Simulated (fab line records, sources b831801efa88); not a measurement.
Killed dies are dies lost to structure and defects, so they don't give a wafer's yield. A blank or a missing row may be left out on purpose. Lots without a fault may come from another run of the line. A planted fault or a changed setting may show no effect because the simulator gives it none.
Problem report in the 8D (eight disciplines) form, filled by code | flow sfq_line | the parts of the form that need people (team, actions taken, sign-off) are left out

1. THE PROBLEM
bias_w at SFQ_TRILAYER_M5_ETCH_METAL_ETCH_126 reads a mean of 86.31 W on 3 wafers of 2 lots; wafers without a fault read 80.01 W with a standard deviation of 0.23. That is +27 standard deviations from the usual mean.
The step: etches Nb in Cl2/BCl3, stops on SiO2, time 203.2 s, target depth 265 nm.
First seen on wafer L431.4, day 67 11:53, on rie_metal-04. The record holds 18 wafers of 6 lots with a number at this step. Rule for "out", or "out of limits": more than 4 standard deviations from the usual mean. The other wafers with a number count as sound.

2. WHAT IT IS AND WHAT IT IS NOT
question                    | is                     | is not
which readings at this step | bias_w                 | drypump_motor_current_A
which lots                  | L431, L432             | L421, L440, L442, L443
which wafers of those lots  | L431.4, L432.2, L432.5 | L431.1, L431.5, L432.6
read on which tools         | rie_metal-04           | rie_metal-01, rie_metal-03
when                        | from day 67 11:53      | up to then (5 sound wafers); but 10 sound wafers of L432, L440, L442, L443 came after

3. SUSPECTS, AND WHAT RULES EACH OUT
Counting: a tool at a process step up to the reading stays a suspect if it ran every lot that is out. Sound lots after the first of them don't rule it out here, since some wafers of a struck lot are sound.
- rie_metal-04 at SFQ_TRILAYER_M5_BARC_OPEN_METAL_ETCH_161 (etches BARC in O2, target depth 125 nm, time 41.7 s): kept. It ran every lot that is out, first L431 (day 67 11:50).
- rie_metal-04 at SFQ_TRILAYER_M5_ETCH_METAL_ETCH_126 (etches Nb in Cl2/BCl3, stops on SiO2, time 203.2 s, target depth 265 nm): kept. It ran every lot that is out, first L431 (day 67 11:53). Its own readings are out on those wafers: bias_w.
- Within rie_metal-04 at SFQ_TRILAYER_M5_BARC_OPEN_METAL_ETCH_161: the wafers that are out ran in chamber 0; their sound lot-mates ran in chamber 1.
- Within rie_metal-04 at SFQ_TRILAYER_M5_ETCH_METAL_ETCH_126: the wafers that are out ran in chamber 0; their sound lot-mates ran in chamber 1.
Left after counting: rie_metal-04 at SFQ_TRILAYER_M5_BARC_OPEN_METAL_ETCH_161, rie_metal-04 at SFQ_TRILAYER_M5_ETCH_METAL_ETCH_126.

4. THE CAUSE (what the simulator had put in)
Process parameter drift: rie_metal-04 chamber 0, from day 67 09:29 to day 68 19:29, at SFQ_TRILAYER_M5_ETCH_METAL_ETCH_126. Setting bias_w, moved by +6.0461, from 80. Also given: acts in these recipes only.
Counting left 2 suspects, and this tool is among them.

5. THE CHAIN OF EFFECTS, in route order
Each row: a reading whose mean over the struck wafers that have a number lies more than 3 standard deviations from the usual. Only readings for which the record gives a usual standard deviation are gone through. hours: the time from each lot's start at the first step in this table that gives one to its start at this step, as a median over the lots. sigmas: the change in usual standard deviations.
hours | step                                | reading | usual   | on struck wafers | change | sigmas
0     | SFQ_TRILAYER_M5_ETCH_METAL_ETCH_126 | bias_w  | 80.01 W | 86.31            | +6.30  | +27
The process steps in it:
- SFQ_TRILAYER_M5_ETCH_METAL_ETCH_126: etches Nb in Cl2/BCl3, stops on SiO2, time 203.2 s, target depth 265 nm.

6. WHAT WOULD HAVE CAUGHT IT SOONER
In this record the first reading out of limits was taken at day 67 11:53, 2 hours after the fault began at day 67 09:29.
